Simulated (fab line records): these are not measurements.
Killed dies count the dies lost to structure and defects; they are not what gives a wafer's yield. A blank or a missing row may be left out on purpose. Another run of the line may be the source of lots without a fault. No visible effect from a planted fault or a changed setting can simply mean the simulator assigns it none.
Chamber matching | flow sky130 | 4 sister chambers for SKY_SONOS_ONO_ETCH_15 on rie diel-02
The step etches the open film in CHF3/O2, target depth 19.52 nm, time 7.8 s. 4 wafers are shown with their chamber, then 7 later ones without.

WAFERS PAIRED WITH THEIR CHAMBERS
wafer  | chamber | drypump motor current A (A)
L208.6 | 1       | 5.31
L212.1 | 2       | 6.06
L216.1 | 0       | 6.13
L216.2 | 3       | 5.59

WAFERS WHOSE CHAMBER IS MISSING
wafer  | drypump motor current A (A)
L216.3 | 5.31
L221.1 | 5.58
L221.4 | 6.15
L221.5 | 5.58
L222.1 | 5.60
L222.2 | 6.13
L222.3 | 6.03

CHAMBER TAKEN BY EACH
wafer  | from the rows above | in truth
L216.3 | 1                   | 1
L221.1 | 3                   | 3
L221.4 | 0                   | 0
L221.5 | 3                   | 3
L222.1 | 3                   | 3
L222.2 | 0                   | 0
L222.3 | 2                   | 2
Correctly placed: 7 of 7. Number that these rows cannot place: 0. Placed wrongly: 0.
How it was worked out, from the rows above alone: a wafer's distance from a chamber is the root of the sum, over the readings, of the square of ((its reading less the chamber's mean) divided by the reading's scatter). The wafer belongs to the nearest chamber; if the next one is less than 2 further off, it can't be placed. A chamber's mean is the mean of its shown wafers. The scatter: root of mean squared gap, hidden wafer to nearest shown wafer, with one shown wafer a chamber.
